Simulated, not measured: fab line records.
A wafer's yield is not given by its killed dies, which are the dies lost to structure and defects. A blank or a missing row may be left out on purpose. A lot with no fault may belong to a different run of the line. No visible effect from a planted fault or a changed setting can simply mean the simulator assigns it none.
A lot that was struck, set against a sound lot	flow sfqLine	42 steps out of a route of 325
Sound: the wafers L797.1, L797.2, L797.5. Struck: wafers L813.1, L813.5, L813.6. Last of all comes the cause.
At each step with rows: each side's tool, then ch and its chambers, then its first start. Under that, the readings that differ: sound wafers	struck wafers	difference of the means	sigmas: that difference in standard deviations of wafers without a fault.
alike: same words and numbers on both sides, and readings whose means sit less than 2 such deviations apart. not compared: any withheld reading, any reading some wafer has no value for, any bound like >300 that may hide the same value, and any number with overlapping values for which the record gives no deviation.
Wherever a step has rows on one side only, a row that says differs or no value, or a row with sigmas, the two part there. Non-overlapping numbers with no deviation appear without sigmas and do not part them. A reading missing from all wafers of one side parts the sides only when that side holds two or more wafers.

first, 6 steps without rows for these wafers: SFQ_TRILAYER_C5_LITHO_COAT_156 (resist thk 62 nm); SFQ_TRILAYER_C5_LITHO_COAT_151 (resist thk 650 nm); SFQ_TRILAYER_C5_LITHO_SOFTBAKE_155; SFQ_TRILAYER_C5_LITHO_EXPOSE_152 (exposes mask C5, target cd 500 nm); SFQ_TRILAYER_C5_LITHO_PEB_154 (peb time 60 s); SFQ_TRILAYER_C5_LITHO_DEVELOP_153 (time 60 s).
SFQ_C5_OVL_MEAS_937:
  struck on overlay-01, day 73 12:53; sound on overlay-02, day 68 08:11
  alike: C5_OVL
SFQ_TRILAYER_C5_BARC_OPEN_VIA_ETCH_210: etches BARC in O2, target depth 125 nm, time 41.7 s.
  sound on rieDiel-01 ch 0,1,2, day 68 08:13; struck on rieDiel-04 ch 2,3, day 73 12:55
  alike: biasW, drypumpMotorCurrentA, oesProductAu
  not compared: rfHoursCounterH
SFQ_TRILAYER_C5_ETCH_VIA_ETCH_154: etches SiO2 in CHF3, stops on Nb, target depth 84 nm.
  sound on rieDiel-01 ch 0,1,2, day 68 08:16; struck on rieDiel-04 ch 2,3, day 73 12:58
  alike: biasW, drypumpMotorCurrentA, oesProductAu
then, 3 steps without rows for these wafers: SFQ_TRILAYER_C5_STRIP_STRIP_155 (strips in O2); SFQ_TRILAYER_C5_STRIP_SOLV_CLEAN_156 (cleans in NMP, time 600 s); SFQ_TRILAYER_M6_DEP_PRE_CLEAN_158 (time 22.5 s).
SFQ_TRILAYER_M6_DEP_SPUTTER_157: material Nb, target thk 200 nm, time 133.3 s.
  struck on pvdSputter-06, day 73 13:49; sound on pvdSputter-06, day 68 09:07
reading	sound	struck	difference	sigmas
model.Nb_of_TRILAYER_M6_DEP_SPUTTER_157.thkNm (nm)	199.7 201.7 201.3	279 278.7 280.3	+78	
  alike: throttleValvePct
SFQ_M6_RS_MEAS_938: measurement is done with a four-point probe.
  struck on filmMetro-02, day 73 13:55; sound on filmMetro-02, day 68 09:13
reading	sound	struck	difference	sigmas
M6_NB_RS (ohm/sq)	0.891 0.880 0.884	0.634 0.636 0.632	-0.251	-34
then, 6 steps without rows for these wafers: SFQ_TRILAYER_M6_LITHO_COAT_164 (resist thk 62 nm); SFQ_TRILAYER_M6_LITHO_COAT_159 (resist thk 600 nm); SFQ_TRILAYER_M6_LITHO_SOFTBAKE_163; SFQ_TRILAYER_M6_LITHO_EXPOSE_160 (exposes mask M6, target cd 500 nm); SFQ_TRILAYER_M6_LITHO_PEB_162 (peb time 60 s); SFQ_TRILAYER_M6_LITHO_DEVELOP_161 (time 60 s).
-- the record jumps here: 5 days lie between the struck wafers' starts before and after --
SFQ_M6_OVL_MEAS_940:
  struck on overlay-01, day 78 02:59; sound on overlay-01, day 73 00:46
  alike: M6_OVL
then, 1 step without rows for these wafers: SFQ_TRILAYER_M6_BARC_OPEN_METAL_ETCH_206 (etches BARC in O2, target depth 125 nm, time 41.7 s).
SFQ_TRILAYER_M6_ETCH_METAL_ETCH_162: etches Nb in Cl2/Ar, stops on SiO2, target depth 240 nm, time 120 s.
  sound on rieMetal-03 ch 0,1, day 73 00:52; struck on rieMetal-02 ch 0,1, day 78 03:05
reading	sound	struck	difference	sigmas
oesProductAu (a.u.)	0.891 0.903 0.892	1.015 0.999 1.008	+0.112	+18
  alike: biasW, drypumpMotorCurrentA
  not compared: rfHoursCounterH
then, 2 steps without rows for these wafers: SFQ_TRILAYER_M6_STRIP_STRIP_163 (strips in O2); SFQ_TRILAYER_M6_STRIP_SOLV_CLEAN_164 (cleans in NMP, time 600 s).
SFQ_TRILAYER_I6_DEP_PECVD_165: deposits SiO2 from SiH4/N2O, time 111.11 s, target thk 500 nm.
  sound on pecvd-02 ch 0,1,2, day 73 01:46; struck on pecvd-04 ch 0,1, day 78 03:59
reading	sound	struck	difference	sigmas
throttleValvePct (%)	23.9 25.6 24.4	26.9 26.9 27.6	+2.5	+2
  alike: heaterPowerW, showerheadVppV
then, 1 step without rows for these wafers: SFQ_TRILAYER_I6_CMP_CMP_166 (polishes SiO2).
SFQ_I6_BOW_MEAS_941:
  struck on filmMetro-03, day 78 07:04; sound on filmMetro-02, day 73 04:50
  alike: I6_BOW
SFQ_TRILAYER_I6_METRO_MEASURE_167:
  struck on filmMetro-03, day 78 07:11; sound on filmMetro-02, day 73 04:58
  alike: thkNm
then, 6 steps without rows for these wafers: SFQ_TRILAYER_I6_VIA_LITHO_COAT_174 (resist thk 62 nm); SFQ_TRILAYER_I6_VIA_LITHO_COAT_169 (resist thk 650 nm); SFQ_TRILAYER_I6_VIA_LITHO_SOFTBAKE_173; SFQ_TRILAYER_I6_VIA_LITHO_EXPOSE_170 (exposes mask I6, target cd 700 nm); SFQ_TRILAYER_I6_VIA_LITHO_PEB_172 (peb time 60 s); SFQ_TRILAYER_I6_VIA_LITHO_DEVELOP_171 (time 60 s).
-- the record jumps here: 4 days lie between the struck wafers' starts before and after --
SFQ_I6_OVL_MEAS_942:
  struck on overlay-01, day 81 22:39; sound on overlay-02, day 77 16:52
  alike: I6_OVL
SFQ_TRILAYER_I6_VIA_BARC_OPEN_VIA_ETCH_235: etches BARC in O2, target depth 125 nm, time 41.7 s.
  sound on rieDiel-01 ch 0,2, day 77 16:54; struck on rieDiel-01 ch 0,2,3, day 81 22:41
  alike: biasW, drypumpMotorCurrentA, oesProductAu
  not compared: rfHoursCounterH
then, 4 steps without rows for these wafers: SFQ_TRILAYER_I6_VIA_ETCH_VIA_ETCH_172 (etches SiO2 in CHF3, stops on Nb, target depth 260 nm); SFQ_TRILAYER_I6_VIA_STRIP_STRIP_173 (strips in O2); SFQ_TRILAYER_I6_VIA_STRIP_SOLV_CLEAN_174 (cleans in NMP, time 600 s); SFQ_TRILAYER_M7_DEP_PRE_CLEAN_176 (time 22.5 s).
-- the record jumps here: 10 days lie between the struck wafers' starts before and after --
SFQ_M8_BOW_MEAS_951:
  struck on filmMetro-04, day 91 21:47; sound on filmMetro-01, day 81 23:55
reading	sound	struck	difference	sigmas
model.etest.m6.combLog10Ohm	12 12 12	0 0 0	-12	
model.etest.m6.ohmSq	0.8916 0.8825 0.8842	0.6381 0.6387 0.635	-0.2488	
  alike: M8_BOW

## WHERE THEY PART
Earliest at SFQ_M6_RS_MEAS_938; latest, in this record, at SFQ_TRILAYER_I6_DEP_PECVD_165. Later steps at which nothing parts them and some readings are alike: SFQ_I6_BOW_MEAS_941, SFQ_TRILAYER_I6_METRO_MEASURE_167, SFQ_I6_OVL_MEAS_942, SFQ_TRILAYER_I6_VIA_BARC_OPEN_VIA_ETCH_235, SFQ_M8_BOW_MEAS_951.

WHY: the cause the simulator had injected
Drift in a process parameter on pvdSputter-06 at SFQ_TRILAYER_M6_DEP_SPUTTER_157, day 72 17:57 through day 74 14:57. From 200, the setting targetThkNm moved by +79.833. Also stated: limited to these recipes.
